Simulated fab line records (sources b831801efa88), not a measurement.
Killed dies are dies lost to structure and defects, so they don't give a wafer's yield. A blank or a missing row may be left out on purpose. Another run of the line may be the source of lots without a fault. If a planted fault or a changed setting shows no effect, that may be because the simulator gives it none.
fab line records -- flow gf180mcu -- part 2 of 2: steps 31 to 39 of 39
record lots=5, wafers=15, last-day=34
route steps=602 shown MIM@505 M5@526 V5@540
lots untouched by any fault: they come from a run of this same line in which no faults occurred
start-h: the number of hours between the record's first day and the start of the first shown wafer of the lot -- wait-h: how many hours have passed since the lot's step before this one -- " identical to the entry in the row above -- L1.1+2: several wafers, shown together as one row -- - no value, or no start given -- * or withheld: withheld -- < > ~ a bound
route shown NAME@n: names a module that has steps shown in the file, with the first one's number in the route -- usual: mean/standard deviation of fault-free wafers -- same: alike in all rows -- chamber/n: place in a boat -- sites: the reading at each site -- _std_site: standard deviation of those values -- _edge_site: mean of outer sites minus mean of inner sites -- radius-mm: how far each site lies from the wafer's centre -- mask NAME#n: copy n -- behind: the most recent tool/chamber to have shaped the wafer -- hold: reason for holding the lot/hours on hold/outcome of the hold -- device: names the non-switching transistor (n, p or np) -- end of line: at the end of the route, the tests of the same wafers -- where a step has no rows: the recipe by itself -- killed: dies that structure and defects cost at the first sort, which is not the same as the wafer's yield -- map: a wafer's dies, x killed, . not, _ none there
set.NAME: setting as actually run; set.NAME@STEP: the setting as run at that earlier step -- model.NAME: the simulator's own value behind a step, which no gauge read
lots at some steps of the route; a table a step, a row a wafer
services: when a tool's chamber went out of use (start-h, in hours from the record's first day, below 0 if earlier), for how many hours, and the reason
## steps
# step GF_M5_ETCH_09
# recipe chemistry=CF4/O2, target=Si3N4, target-depth-nm=52, source-w=800, bias-w=150, pressure-mtorr=150, cf4-flow-sccm=80, O2_flow_sccm=10, time-s=11.6
# usual drypump-motor-current-A=5.8/0.46, oes-product-au=0.999/0.012, throttle-valve-pct=5.970/0.0098
# same time-s=11.6
lot.wafer,tool,chamber,start-h,wait-h,drypump-motor-current-A,oes-product-au,rf-hours-counter-h,throttle-valve-pct
L087.1,rie-diel-02,3,702.73,0.0,6.2,0.996,23,5.970
L087.4,rie-diel-02,2,702.73,0.0,5.6,0.988,4,5.967
L087.5,rie-diel-02,2,702.73,0.0,5.6,0.987,-,5.958
L091.1,rie-diel-03,3,728.68,0.0,5.3,0.996,18,5.972
L091.5,rie-diel-03,2,728.68,0.0,6.2,0.990,-,5.962
L091.6,rie-diel-03,3,728.68,0.0,5.3,1.001,-,5.982
L092.3,rie-diel-03,2,736.46,0.0,6.1,0.995,8,5.970
L092.5,rie-diel-03,0,736.46,0.0,6.1,1.011,-,5.980
L092.6,rie-diel-03,1,736.46,0.0,5.5,1.023,-,5.962
L094.1,rie-diel-03,2,748.36,0.0,6.1,1.004,9,5.971
L094.3,rie-diel-03,1,748.36,0.0,5.5,1.013,28,5.973
L094.5,rie-diel-03,2,748.36,0.0,6.1,1.001,-,5.983
L096.3,rie-diel-01,1,757.71,0.0,5.8,0.981,21,5.963
L096.4,rie-diel-01,0,757.71,0.0,6.5,1.005,13,5.971
L096.6,rie-diel-01,0,757.71,0.0,6.5,0.999,-,5.973
# step GF_M5_METAL_ETCH_10
# recipe chemistry=Cl2/BCl3, mask-material=KrF, target-depth-nm=627.5, stop-on=SiO2, pressure-mtorr=8, icp-w=800, bias-w=140, Cl2_flow_sccm=80, bcl3-flow-sccm=40, time-s=104.6
# usual drypump-motor-current-A=5.63/0.18, oes-product-au=0.970/0.0073, throttle-valve-pct=28.252/0.0098
# same time-s=104.6
lot.wafer,tool,chamber,start-h,wait-h,drypump-motor-current-A,oes-product-au,rf-hours-counter-h,throttle-valve-pct
L087.1,rie-metal-04,1,702.76,0.0,5.49,0.966,1,28.255
L087.4,rie-metal-04,0,702.76,0.0,5.67,0.959,-,28.269
L087.5,rie-metal-04,0,702.76,0.0,5.65,0.957,-,28.260
L091.1,rie-metal-02,0,728.70,0.0,5.54,0.972,1,28.252
L091.5,rie-metal-02,0,728.70,0.0,5.56,0.966,-,28.262
L091.6,rie-metal-02,1,728.70,0.0,5.83,0.962,-,28.245
L092.3,rie-metal-02,1,736.52,0.0,5.84,0.961,-,28.248
L092.5,rie-metal-02,0,736.52,0.0,5.56,0.967,-,28.252
L092.6,rie-metal-02,1,736.52,0.0,5.84,0.974,-,28.253
L094.1,rie-metal-04,0,748.38,0.0,5.65,0.966,0,28.248
L094.3,rie-metal-04,0,748.38,0.0,5.64,0.967,-,28.266
L094.5,rie-metal-04,0,748.38,0.0,5.67,0.954,-,28.270
L096.3,rie-metal-04,1,757.77,0.0,5.57,0.963,-,28.268
L096.4,rie-metal-04,0,757.77,0.0,5.67,0.963,-,28.243
L096.6,rie-metal-04,0,757.77,0.0,5.67,0.963,-,28.272
# step GF_M5_STRIP_11
# recipe chemistry=O2/N2, power-w=1400, pressure-mtorr=1500, platen-temp-c=250, o2-flow-sccm=3000, n2-flow-sccm=300, overash-fraction=0.5
# usual drypump-motor-current-A=5.5/0.44, heater-power-w=331/36, oes-product-au=0.544/0.0056, strip-time-to-endpoint-s=7.55/0.07
lot.wafer,tool,chamber,start-h,wait-h,drypump-motor-current-A,heater-power-w,oes-product-au,rf-hours-counter-h,strip-time-to-endpoint-s
L087.1,plasma-asher-02,0,702.87,0.1,5.3,394,0.548,66,7.54
L087.4,plasma-asher-02,0,702.87,0.1,5.3,391,0.546,-,7.62
L087.5,plasma-asher-02,1,702.87,0.1,5.6,295,0.543,-,7.60
L091.1,plasma-asher-03,1,728.82,0.1,5.5,349,0.537,31,7.49
L091.5,plasma-asher-03,1,728.82,0.1,5.5,346,0.531,-,7.46
L091.6,plasma-asher-03,0,728.82,0.1,5.5,306,0.542,-,7.57
L092.3,plasma-asher-03,0,736.62,0.1,5.5,293,0.556,-,7.65
L092.5,plasma-asher-03,1,736.62,0.1,5.5,336,0.547,-,7.55
L092.6,plasma-asher-03,0,736.62,0.1,5.5,301,0.545,-,7.61
L094.1,plasma-asher-02,1,748.49,0.1,5.6,295,0.546,71,7.63
L094.3,plasma-asher-02,0,748.49,0.1,5.3,398,0.542,-,7.66
L094.5,plasma-asher-02,1,748.49,0.1,5.6,290,0.552,-,7.69
L096.3,plasma-asher-01,0,757.87,0.1,4.9,311,0.543,-,7.42
L096.4,plasma-asher-01,1,757.87,0.1,6.2,319,0.543,-,7.60
L096.6,plasma-asher-01,1,757.87,0.1,6.2,329,0.536,-,7.61
# step GF_M5_STRIP_12
# recipe chemistry=post-etch-residue-remover, time-s=1200, temp-c=72.5
# usual bath-heat-duty-pct=14.2/1.5
# same time-s=1200
lot.wafer,tool,chamber,start-h,wait-h,bath-heat-duty-pct
L087.1,wet-bench-04,0,702.97,0.1,14.8
L087.4,wet-bench-04,0,702.97,0.1,14.4
L087.5,wet-bench-04,0,702.97,0.1,13.9
L091.1,wet-bench-01,0,728.92,0.1,16.8
L091.5,wet-bench-01,0,728.92,0.1,15.1
L091.6,wet-bench-01,0,728.92,0.1,15.7
L092.3,wet-bench-04,3,736.69,0.0,12.7
L092.5,wet-bench-04,3,736.69,0.0,12.2
L092.6,wet-bench-04,3,736.69,0.0,13.7
L094.1,wet-bench-04,1,748.59,0.1,14.2
L094.3,wet-bench-04,1,748.59,0.1,16.1
L094.5,wet-bench-04,1,748.59,0.1,16.1
L096.3,wet-bench-04,0,757.94,0.0,14.3
L096.4,wet-bench-04,0,757.94,0.0,14.0
L096.6,wet-bench-04,0,757.94,0.0,15.7
# step GF_M5_CLEAN_13
# recipe chemistry=DIW, dry=n2-spin
lot.wafer,tool,chamber,start-h,wait-h
L087.1+4+5,wet-bench-03,1,703.31,0.0
L091.1+5+6,wet-bench-01,2,729.26,0.0
L092.3+5+6,wet-bench-03,0,737.03,0.0
L094.1+3+5,wet-bench-04,0,748.94,0.0
L096.3+4+6,wet-bench-01,0,758.28,0.0
# step GF_V5_CVD_00
# recipe material=SiO2, target-thk-nm=300, sigma-open-frac=0.3, temp-c=400, time-s=50, sih4-flow-sccm=60, pressure-mtorr=6
# same time-s=50
lot.wafer,tool,chamber,start-h,wait-h
L087.1+4+5,hdpcvd-02,"2,2,1",703.42,0.0
L091.1+5+6,hdpcvd-01,"0,2,0",729.35,0.0
L092.3+5+6,hdpcvd-02,"1,2,1",737.13,0.0
L094.1+3+5,hdpcvd-01,"1,0,0",749.03,0.0
L096.3+4+6,hdpcvd-01,"1,0,2",758.37,0.0
# step GF_V5_THK_MEAS_01
# recipe reads=SiO2_of_V5_CVD_00
# usual V5_CVD_00_THK=297/4
lot.wafer,tool,chamber,start-h,wait-h,V5_CVD_00_THK[nm]
L087.1,film-metro-01,-,703.46,0.0,298
L087.4,film-metro-01,-,703.46,0.0,299
L087.5,film-metro-01,-,703.46,0.0,291
L091.1,film-metro-04,-,729.39,0.0,301
L091.5,film-metro-04,-,729.39,0.0,295
L091.6,film-metro-04,-,729.39,0.0,306
L092.3,film-metro-02,-,737.20,0.0,293
L092.5,film-metro-02,-,737.20,0.0,299
L092.6,film-metro-02,-,737.20,0.0,292
L094.1,film-metro-01,-,749.07,0.0,301
L094.3,film-metro-01,-,749.07,0.0,299
L094.5,film-metro-01,-,749.07,0.0,299
L096.3,film-metro-02,-,758.44,0.0,294
L096.4,film-metro-02,-,758.44,0.0,295
L096.6,film-metro-02,-,758.44,0.0,295
# step GF_V5_CVD_02
# recipe material=SiO2, target-thk-nm=1450, precursor=TEOS, temp-c=400, time-s=163.28, rf-w=600
# usual heater-power-w=665/100
# same time-s=163.28
lot.wafer,tool,chamber,start-h,wait-h,heater-power-w
L087.1,pecvd-04,2,703.52,0.1,708
L087.4,pecvd-04,2,703.52,0.1,596
L087.5,pecvd-04,0,703.52,0.1,785
L091.1,pecvd-02,2,729.45,0.1,659
L091.5,pecvd-02,0,729.45,0.1,640
L091.6,pecvd-02,2,729.45,0.1,541
L092.3,pecvd-04,1,737.24,0.0,558
L092.5,pecvd-04,0,737.24,0.0,820
L092.6,pecvd-04,2,737.24,0.0,736
L094.1,pecvd-03,0,749.13,0.1,827
L094.3,pecvd-03,2,749.13,0.1,732
L094.5,pecvd-03,2,749.13,0.1,596
L096.3,pecvd-03,0,758.48,0.0,829
L096.4,pecvd-03,0,758.48,0.0,663
L096.6,pecvd-03,2,758.48,0.0,582
# step GF_V5_THK_MEAS_03
# recipe reads=SiO2_of_V5_CVD_02
# usual V5_CVD_02_THK=1461/26
lot.wafer,tool,chamber,start-h,wait-h,V5_CVD_02_THK[nm]
L087.1,film-metro-04,-,703.63,0.1,1479
L087.4,film-metro-04,-,703.63,0.1,1527
L087.5,film-metro-04,-,703.63,0.1,1506
L091.1,film-metro-01,-,729.59,0.1,1407
L091.5,film-metro-01,-,729.59,0.1,1469
L091.6,film-metro-01,-,729.59,0.1,1429
L092.3,film-metro-01,-,737.36,0.1,1487
L092.5,film-metro-01,-,737.36,0.1,1506
L092.6,film-metro-01,-,737.36,0.1,1480
L094.1,film-metro-01,-,749.24,0.1,1426
L094.3,film-metro-01,-,749.24,0.1,1451
L094.5,film-metro-01,-,749.24,0.1,1471
L096.3,film-metro-01,-,758.61,0.1,1445
L096.4,film-metro-01,-,758.61,0.1,1460
L096.6,film-metro-01,-,758.61,0.1,1483
## services
tool,chamber,start-h,hours,kind
krf-scanner-01,-,646.59,1.0,pm
krf-scanner-02,-,648.88,0.8,pm
pvd-sputter-04,-,650.40,0.8,repair
krf-scanner-01,-,659.32,2.1,repair
pecvd-03,2,659.82,45.5,repair
krf-scanner-02,-,662.53,1.3,pm
rie-diel-01,1,662.57,1.7,repair
pecvd-02,-,662.69,2.6,repair
rie-metal-01,-,666.74,4.0,repair
rie-metal-02,-,674.66,2.8,pm
krf-scanner-01,-,680.57,0.8,pm
hdpcvd-01,-,688.58,0.5,repair
pvd-sputter-04,-,697.68,1.8,repair
rie-diel-01,1,702.13,9.3,repair
krf-scanner-02,-,704.94,2.2,repair
krf-scanner-01,-,710.01,4.4,pm
pecvd-02,-,721.82,0.9,repair
rie-metal-03,-,724.11,14.6,pm
hdpcvd-01,0,729.95,4.2,repair
krf-scanner-01,-,730.88,0.9,repair
plasma-asher-04,-,733.75,9.0,pm
wet-bench-03,-,752.78,3.5,repair
iline-stepper-02,-,753.49,1.7,pm
krf-scanner-02,-,758.52,1.0,pm
